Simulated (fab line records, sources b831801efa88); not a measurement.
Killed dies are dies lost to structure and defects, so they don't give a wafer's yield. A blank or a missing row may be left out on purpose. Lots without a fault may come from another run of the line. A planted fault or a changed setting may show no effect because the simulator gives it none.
fab line records | flow gf180mcu
record lots=13 wafers=39 last_day=34
route steps=602 shown PSD@252 SAB@277 SALICIDE@280 CONTACT@301
lots that met no fault: from a run of the same line without faults
start_h: hours from the record's first day to the start of the lot's first wafer shown | wait_h: hours since the lot's step before | " the same as in the row above | L1.1+2: a row that stands for several wafers | - no value, or no start given | * or withheld: withheld | < > ~ a bound
route shown NAME@n: a module of which the file shows steps, and the number in the route of the first | usual: mean/standard deviation of fault-free wafers | same: alike in all rows | chamber/n: place in a boat | sites: the reading at each site | _std_site: their standard deviation | _edge_site: outer sites' mean less inner sites' | radius_mm: how far each site lies from the wafer's centre | mask NAME#n: copy n | behind: the tool/chamber that last shaped the wafer | hold: why the lot was held/for how many hours/how that ended | device: the transistor (n, p or np) that didn't switch | end of line: the same wafers' tests at the end of the route | a step without rows: its recipe alone | killed: dies lost to structure and defects at the first sort, not the wafer's yield | map: a wafer's dies, x killed, . not, _ none there
set.NAME: the setting as run; set.NAME@STEP: as run at that earlier step | model.NAME: the simulator's own value behind a step, which no gauge read
steps of the route over a sample of lots; a table a step, a row a wafer
services: from which hour (start_h, from the record's first day; less than 0 if before it) a tool's chamber was out of use, for how many hours, and why
## steps
# step GF_PSD_EXPOSE_04
# recipe mask_id=Pplus target_cd_nm=400 na=0.6 source_shape=conventional sigma_outer=0.6 dose_mj=140
# same sigma_outer=0.6
# columns lot.wafer tool chamber start_h wait_h mask
L497.2+3+4 iline_stepper-02 0 309.70 - Pplus#0
L498.3+5+6 iline_stepper-01 0 316.75 - Pplus#0
L499.2+4+5 iline_stepper-01 0 327.18 - Pplus#0
L500.2+3+6 iline_stepper-02 0 332.03 - Pplus#0
L501.3+4+6 iline_stepper-01 0 343.99 - Pplus#0
L505.1+2+6 iline_stepper-02 0 373.28 - Pplus_R1#0
L510.1+4+5 iline_stepper-02 0 418.85 - Pplus#0
L512.1+3+4 iline_stepper-01 0 434.58 - Pplus#0
L513.1+3+6 iline_stepper-01 0 447.48 - Pplus#0
L515.1+4+5 iline_stepper-01 0 462.48 - Pplus#0
L517.1+3+5 iline_stepper-02 0 475.93 - Pplus#0
L519.1+3+6 iline_stepper-01 0 487.46 - Pplus#0
L520.1+2+4 iline_stepper-01 0 498.59 - Pplus#0
# step GF_PSD_CD_MEAS_07
# recipe target_cd_nm=400
# usual cd_nm=400.3/2.7
# columns lot.wafer tool chamber start_h wait_h cd_nm
L497.2 cd_sem-01 - 319.96 0.1 398.9
L497.3 " - " " 400.9
L497.4 " - " " 396.6
L498.3 cd_sem-01 - 326.97 0.1 399.3
L498.5 " - " " 401.3
L498.6 " - " " 398.2
L499.2 cd_sem-01 - 337.15 0.1 397.4
L499.4 " - " " 396.6
L499.5 " - " " 396.6
L500.2 cd_sem-02 - 342.16 0.1 404.9
L500.3 " - " " 404.7
L500.6 " - " " 404.1
L501.3 cd_sem-02 - 354.82 0.1 398.4
L501.4 " - " " 398.3
L501.6 " - " " 398.0
L505.1 cd_sem-02 - 384.78 0.1 318.5
L505.2 " - " " 319.0
L505.6 " - " " 320.6
L510.1 cd_sem-02 - 430.44 0.1 398.7
L510.4 " - " " 400.7
L510.5 " - " " 399.1
L512.1 cd_sem-01 - 445.98 0.1 404.1
L512.3 " - " " 405.0
L512.4 " - " " 401.7
L513.1 cd_sem-02 - 459.24 0.1 395.5
L513.3 " - " " 395.5
L513.6 " - " " 399.5
L515.1 cd_sem-01 - 474.28 0.1 399.7
L515.4 " - " " 399.4
L515.5 " - " " 400.8
L517.1 cd_sem-01 - 488.29 0.1 402.8
L517.3 " - " " 400.3
L517.5 " - " " 402.1
L519.1 cd_sem-01 - 498.93 0.1 395.7
L519.3 " - " " 399.5
L519.6 " - " " 398.9
L520.1 cd_sem-01 - 510.04 0.1 403.4
L520.2 " - " " 404.0
L520.4 " - " " 401.2
# step GF_SAB_STRIP_13
# recipe chemistry=O2/N2 power_w=1400 pressure_mtorr=1500 platen_temp_c=250 o2_flow_sccm=3000 n2_flow_sccm=300 overash_fraction=0.5
# usual drypump_motor_current_A=5.7/0.75 heater_power_w=312/17 oes_product_au=0.710/0.0042 strip_time_to_endpoint_s=12.61/0.037
# columns lot.wafer tool chamber start_h wait_h drypump_motor_current_A heater_power_w oes_product_au rf_hours_counter_h strip_time_to_endpoint_s
L497.2 plasma_asher-02 1 342.15 0.0 5.3 295 0.711 24 12.63
L497.3 " 0 " " 5.1 296 0.707 - 12.64
L497.4 " 1 " " 5.3 298 0.711 - 12.57
L498.3 plasma_asher-02 0 348.87 0.0 5.1 293 0.714 - 12.59
L498.5 " 0 " " 5.1 287 0.711 - 12.59
L498.6 " 1 " " 5.3 295 0.719 - 12.61
L499.2 plasma_asher-01 0 359.87 0.0 6.1 296 0.701 61 12.57
L499.4 " 1 " " 6.2 331 0.714 - 12.60
L499.5 " 0 " " 6.1 294 0.713 - 12.58
L500.2 plasma_asher-02 1 364.85 0.0 5.3 299 0.718 27 12.64
L500.3 " 1 " " 5.3 299 0.714 - 12.66
L500.6 " 0 " " 5.1 290 0.702 - 12.60
L501.3 plasma_asher-03 0 377.68 0.0 6.8 337 0.706 - 12.66
L501.4 " 1 " " 4.9 316 0.711 - 12.60
L501.6 " 1 " " 4.9 318 0.719 - 12.64
L505.1 plasma_asher-02 1 409.14 0.0 5.3 295 0.712 32 12.64
L505.2 " 0 " " 5.1 295 0.709 32 12.67
L505.6 " 1 " " 5.3 292 0.707 - 12.64
L510.1 plasma_asher-03 1 456.44 0.0 4.9 307 0.712 79 12.64
L510.4 " 1 " " 5.0 315 0.714 - 12.63
L510.5 " 1 " " 4.9 307 0.710 - 12.65
L512.1 plasma_asher-03 1 470.90 0.0 5.0 316 0.712 81 12.62
L512.3 " 0 " " 6.8 338 0.712 - 12.62
L512.4 " 1 " " 4.9 305 0.710 - 12.67
L513.1 plasma_asher-01 1 483.93 0.0 6.1 323 0.713 75 12.62
L513.3 " 0 " " 6.1 290 0.714 - 12.60
L513.6 " 0 " " 6.1 295 0.709 - 12.64
L515.1 plasma_asher-03 1 499.64 0.0 5.0 301 0.698 84 12.60
L515.4 " 0 " " 6.8 328 0.706 - 12.58
L515.5 " 0 " " 6.8 322 0.707 - 12.60
L517.1 plasma_asher-02 1 512.78 0.0 5.3 299 0.705 43 12.57
L517.3 " 1 " " 5.3 296 0.709 - 12.61
L517.5 " 1 " " 5.3 296 0.712 - 12.61
L519.1 plasma_asher-03 0 523.38 0.0 6.8 326 0.717 87 12.62
L519.3 " 1 " " 4.9 311 0.706 - 12.60
L519.6 " 1 " " 4.9 306 0.710 - 12.59
L520.1 plasma_asher-03 1 534.58 0.0 4.9 313 0.713 88 12.53
L520.2 " 0 " " 6.8 334 0.702 88 12.52
L520.4 " 0 " " 6.8 332 0.718 - 12.59
# step GF_SALICIDE_SPUTTER_02
# recipe material=Co target_thk_nm=10 power_w=1000 time_s=20 chamber_pressure_pa=0.4
# usual throttle_valve_pct=30.6/1.1
# columns lot.wafer tool chamber start_h wait_h throttle_valve_pct
L497.2 pvd_sputter-03 - 342.33 0.0 31.8
L497.3 " - " " 30.1
L497.4 " - " " 30.2
L498.3 pvd_sputter-03 - 349.02 0.0 30.7
L498.5 " - " " 30.1
L498.6 " - " " 30.8
L499.2 pvd_sputter-02 - 360.06 0.0 31.2
L499.4 " - " " 29.0
L499.5 " - " " 32.4
L500.2 pvd_sputter-03 - 365.04 0.0 31.8
L500.3 " - " " 29.9
L500.6 " - " " 29.8
L501.3 pvd_sputter-04 - 377.83 0.0 30.4
L501.4 " - " " 31.2
L501.6 " - " " 30.3
L505.1 pvd_sputter-03 - 409.33 0.0 30.7
L505.2 " - " " 31.7
L505.6 " - " " 31.5
L510.1 pvd_sputter-03 - 456.63 0.0 31.7
L510.4 " - " " 30.2
L510.5 " - " " 30.0
L512.1 pvd_sputter-03 - 471.08 0.0 29.8
L512.3 " - " " 30.1
L512.4 " - " " 30.6
L513.1 pvd_sputter-03 - 484.12 0.0 30.6
L513.3 " - " " 29.9
L513.6 " - " " 30.7
L515.1 pvd_sputter-03 - 499.83 0.0 29.7
L515.4 " - " " 29.9
L515.5 " - " " 30.1
L517.1 pvd_sputter-04 - 512.97 0.0 30.3
L517.3 " - " " 31.0
L517.5 " - " " 31.1
L519.1 pvd_sputter-02 - 523.56 0.0 32.1
L519.3 " - " " 28.9
L519.6 " - " " 31.3
L520.1 pvd_sputter-04 - 534.77 0.0 28.2
L520.2 " - " " 30.3
L520.4 " - " " 31.1
# step GF_CONTACT_CD_MEAS_14
# recipe target_cd_nm=220
# usual cd_nm=220.1/1.6
# columns lot.wafer tool chamber start_h wait_h cd_nm
L497.2 cd_sem-02 - 365.94 0.1 218.0
L497.3 " - " " 216.7
L497.4 " - " " 217.9
L498.3 cd_sem-01 - 373.38 0.1 221.4
L498.5 " - " " 219.3
L498.6 " - " " 221.8
L499.2 cd_sem-02 - 383.65 0.1 221.2
L499.4 " - " " 219.8
L499.5 " - " " 218.3
L500.2 cd_sem-01 - 388.56 0.1 216.5
L500.3 " - " " 217.3
L500.6 " - " " 216.6
L501.3 cd_sem-02 - 401.68 0.1 218.5
L501.4 " - " " 218.4
L501.6 " - " " 219.0
L505.1 cd_sem-01 - 434.23 0.1 223.2
L505.2 " - " " 223.9
L505.6 " - " " 224.1
L510.1 cd_sem-02 - 481.98 0.1 219.3
L510.4 " - " " 220.2
L510.5 " - " " 221.9
L512.1 cd_sem-02 - 496.07 0.1 218.0
L512.3 " - " " 219.6
L512.4 " - " " 218.5
L513.1 cd_sem-02 - 508.69 0.1 221.1
L513.3 " - " " 221.7
L513.6 " - " " 220.1
L515.1 cd_sem-01 - 524.74 0.1 219.7
L515.4 " - " " 219.2
L515.5 " - " " 219.4
L517.1 cd_sem-01 - 537.49 0.1 219.6
L517.3 " - " " 218.3
L517.5 " - " " 219.2
L519.1 cd_sem-01 - 547.49 0.1 220.3
L519.3 " - " " 219.9
L519.6 " - " " 220.9
L520.1 cd_sem-02 - 558.22 0.1 220.4
L520.2 " - " " 220.1
L520.4 " - " " 220.1
## services
# columns tool chamber start_h hours kind
plasma_asher-01 - 286.25 2.6 repair
pvd_sputter-03 0 287.70 - consumable_replace:kit
pvd_sputter-03 0 287.70 18.0 scheduled_down
pvd_sputter-03 0 287.70 18.0 vent_cycle
iline_stepper-02 - 325.00 2.4 repair
plasma_asher-03 - 364.73 4.5 repair
pvd_sputter-04 3 369.17 - consumable_replace:kit
pvd_sputter-04 3 369.17 18.0 scheduled_down
pvd_sputter-04 3 369.17 18.0 vent_cycle
plasma_asher-01 - 376.44 4.4 repair
pvd_sputter-03 - 396.68 3.9 repair
plasma_asher-01 - 407.07 2.4 repair
iline_stepper-01 0 410.51 - calibration
iline_stepper-02 - 415.22 1.7 pm
plasma_asher-03 - 448.38 5.6 repair
pvd_sputter-02 - 459.01 8.3 repair
iline_stepper-02 0 467.13 - calibration
pvd_sputter-02 0 467.87 - consumable_replace:kit
plasma_asher-01 - 498.48 28.1 pm
pvd_sputter-03 - 512.91 1.0 repair
iline_stepper-01 - 521.14 1.7 pm
pvd_sputter-02 - 525.37 2.5 repair
pvd_sputter-03 - 526.40 10.5 repair
pvd_sputter-03 - 528.27 0.8 repair
## key
first_sign step=GF_PSD_EXPOSE_04 reading=mask direction=changed
effect step=GF_PSD_CD_MEAS_07 reading=cd_nm direction=down sigmas=30 usual=400.3 struck=319.4
met_at GF_PSD_EXPOSE_04
struck_lots L505
sort_left_out L505.1,L505.2,L505.6
tester_left_out L505
not_acting_at GF_SAB_STRIP_13,GF_SALICIDE_SPUTTER_02,GF_CONTACT_CD_MEAS_14
onset_between 332.03 373.28
fault kind=wrong_mask tool=any chamber=- onset_h=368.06 steps=GF_PSD_EXPOSE_04 aux_copy=Pplus_R1#0 cd_offset_nm=-80 scope=struck_lots_only
# tester_left_out: of these lots the tester's yield and bins aren't shown, on N5 and GAA mostly nor the transistor test; their killed dies are dies lost to structure and defects alone, not to doping, threshold or leakage, so they don't give the yield
# sort_left_out: the simulated sort isn't trusted on such a fault, so these wafers' sort isn't shown, and their yield isn't known
